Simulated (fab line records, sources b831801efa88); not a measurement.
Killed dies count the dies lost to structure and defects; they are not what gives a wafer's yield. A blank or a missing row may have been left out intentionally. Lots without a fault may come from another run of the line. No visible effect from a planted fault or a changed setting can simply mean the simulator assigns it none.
The tool behind it: which one? + flow sfqLine + 14 lots, 40 wafers sampled, at 5 steps of a route of 325

WHAT THE GAUGES READ, wafer by wafer
SFQ_M4_OVL_MEAS_926.
| lot  | measured     | on         | M4_OVL (nm) |
|------|--------------|------------|-------------|
| L788 | day 41 11:06 | overlay-01 | 1 1 6       |
| L789 | day 41 21:55 | overlay-02 | 6 7 0       |
| L790 | day 42 20:43 | overlay-01 | 1 3 2       |
| L791 | day 43 15:55 | overlay-02 | 0 -3 -6     |
| L792 | day 43 23:19 | overlay-01 | 2 0 9       |
| L793 | day 44 20:58 | overlay-01 | 6 -2 -1     |
| L794 | day 45 16:21 | overlay-01 | 2 7 2       |
| L795 | day 51 20:27 | overlay-01 | 8 14 8      |
| L796 | day 52 03:39 | overlay-01 | 6 9 16      |
| L797 | day 52 09:39 | overlay-02 | -3 1 -2     |
| L798 | day 52 23:25 | overlay-01 | 8 7         |
| L799 | day 53 11:25 | overlay-01 | -3 0        |
| L800 | day 53 16:13 | overlay-02 | -5 3 0      |
| L811 | day 54 07:49 | overlay-01 | -1 1 0      |

SFQ_R5_OVL_MEAS_935.
| lot  | measured     | on         | R5_OVL (nm) |
|------|--------------|------------|-------------|
| L788 | day 59 00:04 | overlay-02 | -8 -12 -6   |
| L789 | day 60 10:04 | overlay-01 | 6 -6 -2     |
| L790 | day 60 11:17 | overlay-01 | -10 -4 0    |
| L791 | day 60 15:47 | overlay-02 | -10 -6 -6   |
| L792 | day 61 01:23 | overlay-02 | 1 4 11      |
| L793 | day 62 02:55 | overlay-01 | 5 2 1       |
| L794 | day 62 06:14 | overlay-02 | 1 -1 3      |
| L795 | day 62 23:59 | overlay-01 | 15 6 3      |
| L796 | day 63 03:03 | overlay-01 | 5 0 3       |
| L797 | day 68 00:30 | overlay-01 | -11 0 -12   |
| L798 | day 68 19:05 | overlay-02 | 0 -1        |
| L799 | day 68 21:29 | overlay-02 | -14 -14     |
| L800 | day 68 22:41 | overlay-02 | -3 -9 -3    |
| L811 | day 69 19:40 | overlay-02 | -4 -5 1     |

WHAT TOOL EACH LOT RAN ON (gives the tool, then ch and the chambers of the sampled wafers, and finally the start)
| lot  | SFQ_TRILAYER_I0_CMP_CMP_028   | SFQ_TRILAYER_I0_METRO_MEASURE_029 | SFQ_TRILAYER_I0_VIA_ETCH_VIA_ETCH_034 |
|------|-------------------------------|-----------------------------------|---------------------------------------|
| L788 | cmp-01 ch 0,1,2, day 7 10:55  | filmMetro-03, day 7 13:02         | rieDiel-02 ch 0,1,3, day 9 07:47      |
| L789 | cmp-01 ch 1,3, day 7 19:25    | filmMetro-03, day 7 22:02         | rieDiel-02 ch 0,1,3, day 9 14:59      |
| L790 | cmp-02 ch 0,2, day 8 10:09    | filmMetro-03, day 8 13:40         | rieDiel-03 ch 0,3, day 10 03:22       |
| L791 | cmp-01 ch 1,2,3, day 8 18:55  | filmMetro-04, day 8 22:02         | rieDiel-02 ch 0,1,3, day 10 11:23     |
| L792 | cmp-01 ch 1,2,3, day 8 21:55  | filmMetro-04, day 9 01:14         | rieDiel-04 ch 0,2, day 10 13:47       |
| L793 | cmp-02 ch 0,1,2, day 9 07:39  | filmMetro-03, day 9 10:16         | rieDiel-02 ch 0,1,2, day 11 03:05     |
| L794 | cmp-02 ch 0,2,3, day 9 13:09  | filmMetro-03, day 9 16:28         | rieDiel-02 ch 1,2,3, day 11 07:53     |
| L795 | cmp-02 ch 1,2, day 9 16:09    | filmMetro-04, day 9 19:28         | rieDiel-04 ch 2,3, day 11 10:35       |
| L796 | cmp-01 ch 2,3, day 9 22:25    | filmMetro-03, day 10 01:02        | rieDiel-03 ch 1,2,3, day 11 16:17     |
| L797 | cmp-02 ch 0,1, day 10 01:39   | filmMetro-03, day 10 04:28        | rieDiel-02 ch 1,2, day 11 21:05       |
| L798 | cmp-02 ch 1,3, day 10 08:39   | filmMetro-04, day 10 10:28        | rieDiel-03 ch 0,3, day 12 01:53       |
| L799 | cmp-02 ch 1,3, day 10 16:09   | filmMetro-03, day 10 19:28        | rieDiel-03 ch 1,2, day 12 10:17       |
| L800 | cmp-02 ch 0,1, day 10 23:39   | filmMetro-04, day 11 02:28        | rieDiel-03 ch 1,2,3, day 12 15:05     |
| L811 | cmp-02 ch 1,2,3, day 13 08:05 | filmMetro-04, day 13 11:12        | rieDiel-02 ch 0,1,2, day 15 07:11     |
- SFQ_TRILAYER_I0_CMP_CMP_028: polishes SiO2.
- SFQ_TRILAYER_I0_METRO_MEASURE_029
- SFQ_TRILAYER_I0_VIA_ETCH_VIA_ETCH_034: etches SiO2 in CHF3, stops on Nb, target depth 260 nm.

AS READ BY THE TOOLS THEMSELVES (means over the sampled wafers that have a number; for cases with no such wafer, the mark the record gives instead)
SFQ_TRILAYER_I0_CMP_CMP_028.
| lot  | tool   | headPressurePsi (psi) | motorCurrentA (A) | timeToEndpointS (s) |
|------|--------|-----------------------|-------------------|---------------------|
| L788 | cmp-01 | 3.001                 | 10.5              | 209                 |
| L789 | cmp-01 | 3.002                 | 9.7               | 211                 |
| L790 | cmp-02 | 3.004                 | 9.9               | 205                 |
| L791 | cmp-01 | 2.999                 | 9.8               | 216                 |
| L792 | cmp-01 | 2.996                 | 10.1              | 213                 |
| L793 | cmp-02 | 2.998                 | 9.7               | 198                 |
| L794 | cmp-02 | 3.002                 | 10.1              | 209                 |
| L795 | cmp-02 | 3.003                 | 9.5               | 211                 |
| L796 | cmp-01 | 2.998                 | 10.3              | 223                 |
| L797 | cmp-02 | 3.003                 | 9.8               | 206                 |
| L798 | cmp-02 | 3.001                 | 9.8               | 230                 |
| L799 | cmp-02 | 2.996                 | 9.8               | 208                 |
| L800 | cmp-02 | 3.005                 | 10.0              | 218                 |
| L811 | cmp-02 | 2.996                 | 9.6               | 203                 |

SFQ_TRILAYER_I0_METRO_MEASURE_029.
| lot  | tool         | thkNm (nm) |
|------|--------------|------------|
| L788 | filmMetro-03 | 199.4      |
| L789 | filmMetro-03 | 199.2      |
| L790 | filmMetro-03 | 199.9      |
| L791 | filmMetro-04 | 199.2      |
| L792 | filmMetro-04 | 199.1      |
| L793 | filmMetro-03 | 198.9      |
| L794 | filmMetro-03 | 198.4      |
| L795 | filmMetro-04 | 200.1      |
| L796 | filmMetro-03 | 200.4      |
| L797 | filmMetro-03 | 198.2      |
| L798 | filmMetro-04 | 179.4      |
| L799 | filmMetro-03 | 187.3      |
| L800 | filmMetro-04 | 185.9      |
| L811 | filmMetro-04 | 198.3      |

SFQ_TRILAYER_I0_VIA_ETCH_VIA_ETCH_034.
| lot  | tool       | biasW (W) | drypumpMotorCurrentA (A) | oesProductAu (a.u.) |
|------|------------|-----------|--------------------------|---------------------|
| L788 | rieDiel-02 | 79.66     | 5.8                      | 0.853               |
| L789 | rieDiel-02 | 80.13     | 5.8                      | 0.850               |
| L790 | rieDiel-03 | 80.16     | 5.4                      | 0.851               |
| L791 | rieDiel-02 | 80.09     | 5.8                      | 0.856               |
| L792 | rieDiel-04 | 80.18     | 5.3                      | 0.852               |
| L793 | rieDiel-02 | 79.80     | 5.8                      | 0.852               |
| L794 | rieDiel-02 | 79.93     | 5.9                      | 0.849               |
| L795 | rieDiel-04 | 80.16     | 5.8                      | 0.857               |
| L796 | rieDiel-03 | 80.07     | 5.5                      | 0.856               |
| L797 | rieDiel-02 | 79.85     | 5.9                      | 0.852               |
| L798 | rieDiel-03 | 80.09     | 5.6                      | 0.810               |
| L799 | rieDiel-03 | 80.12     | 5.8                      | 0.825               |
| L800 | rieDiel-03 | 80.04     | 5.5                      | 0.822               |
| L811 | rieDiel-02 | 80.17     | 5.8                      | 0.852               |

THE ANSWER, worked out from the rows above alone
Rule: usual is defined by the lots themselves. Put in order of their means at a reading, lots are off if they are a third of the lots or fewer, leave a main group of 4 or more, and stand apart from it by a gap of 3 or more times the standard deviation of the main group's means; of several such gaps the widest counts. The tables above print the reading to a certain number of digits; a main group whose means all agree to those digits is not used. A lot without any number at a reading at which 4 lots or more have one is off too. Any other lot the step has rows for is counted as sound. The gauges are gone through in route order, then the tools' own readings, and for those a lot's mean is taken as printed above. The first step at which some lot is off is used, and at that step the reading that is off furthest; a lot without a number counts as furthest.
Off, at SFQ_TRILAYER_I0_METRO_MEASURE_029 on thkNm: L798, L799, L800. The main group: mean 199.2 nm, standard deviation 0.7.
A tool fits if, at that step or a process step before it, it ran every lot that is off, and no sound lot after the first of them. No candidate that was tried fits.

WHAT WAS PUT IN BY THE SIMULATOR
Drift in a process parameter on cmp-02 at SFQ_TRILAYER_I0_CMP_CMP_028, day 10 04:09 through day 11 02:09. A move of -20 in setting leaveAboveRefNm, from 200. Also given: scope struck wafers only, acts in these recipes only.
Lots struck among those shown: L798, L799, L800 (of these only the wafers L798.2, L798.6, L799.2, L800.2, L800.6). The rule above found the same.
